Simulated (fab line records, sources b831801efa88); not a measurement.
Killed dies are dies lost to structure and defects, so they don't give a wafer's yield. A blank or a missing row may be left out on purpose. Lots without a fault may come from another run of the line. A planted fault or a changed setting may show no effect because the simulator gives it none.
Problem report in the 8D (eight disciplines) form, filled by code | flow sky130 | the parts of the form that need people (team, actions taken, sign-off) are left out

1. THE PROBLEM
SONOS_ONO_CVD_04_THK at SKY_SONOS_ONO_THK_MEAS_05 reads a mean of 6.29 nm on 6 wafers of 2 lots; wafers without a fault read 5.69 nm with a standard deviation of 0.1. That is +6.0 standard deviations from the usual mean.
First seen on wafer L812.1, day 14 20:44, on film_metro-03. The record holds 36 wafers of 12 lots with a number at this step. Rule for "out", or "out of limits": more than 4 standard deviations from the usual mean. The other wafers with a number count as sound.

2. WHAT IT IS AND WHAT IT IS NOT
question                    | is                     | is not
which readings at this step | SONOS_ONO_CVD_04_THK   | -
which lots                  | L812, L813             | L803, L804, L805, L806, L807, L809, L822, L823, L824, L826
which wafers of those lots  | all that have a number | -
read on which gauges        | film_metro-03          | film_metro-01, film_metro-02
when                        | from day 14 20:44      | up to then (18 sound wafers); but 12 sound wafers of L822, L823, L824, L826 came after

3. SUSPECTS, AND WHAT RULES EACH OUT
Counting: a tool at a process step up to the reading stays a suspect if it ran every lot that is out and no sound lot after the first of them.
- the gauge at SKY_SONOS_ONO_THK_MEAS_05: ruled out. All the wafers that are out were read on film_metro-03, but those of them that SKY_SONOS_ONO_CVD_04 has rows for are out there too, on other tools.
- lpcvd-03 at SKY_SONOS_ONO_CVD_04 (deposits SiO2 from SiH4/N2O, target thk 5.7199 nm): ruled out as a lasting fault. Sound lots L822, L823, L824, L826 ran on it after its first lot that is out, L812 (day 14 19:29).
Left after counting: nothing in the record.

4. THE CAUSE (what the simulator had put in)
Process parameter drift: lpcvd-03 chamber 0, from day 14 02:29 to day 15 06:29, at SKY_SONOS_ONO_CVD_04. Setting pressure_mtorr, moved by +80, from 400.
Counting ruled it out, wrongly: the rule takes a fault to strike every lot that its tool runs from its start on, and this one did not.

5. THE CHAIN OF EFFECTS, in route order
Each row: a reading whose mean over the struck wafers that have a number lies more than 3 standard deviations from the usual. Only readings for which the record gives a usual standard deviation are gone through. hours: the time from each lot's start at the first step in this table that gives one to its start at this step, as a median over the lots. sigmas: the change in usual standard deviations.
hours | step                      | reading              | usual       | on struck wafers | change | sigmas
0     | SKY_SONOS_ONO_CVD_04      | pressure_mtorr       | 400.0 mTorr | 479.0            | +79.0  | +99 or more
1     | SKY_SONOS_ONO_THK_MEAS_05 | SONOS_ONO_CVD_04_THK | 5.69 nm     | 6.29             | +0.60  | +6.0
The process steps in it:
- SKY_SONOS_ONO_CVD_04: deposits SiO2 from SiH4/N2O, target thk 5.7199 nm.
Later measuring or inspecting steps at which every struck wafer that the step has a row for has a number for every such reading, and none has moved that far: SKY_SONOS_ONO_OVL_MEAS_14.

6. WHAT WOULD HAVE CAUGHT IT SOONER
In this record the first reading out of limits at a measuring or inspecting step was taken at day 14 20:44, 18 hours after the fault began at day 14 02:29.
The tool's own readings at SKY_SONOS_ONO_CVD_04 were out on every struck wafer that the step has a row for (pressure_mtorr): an alarm limit on them would have fired on the first of those.
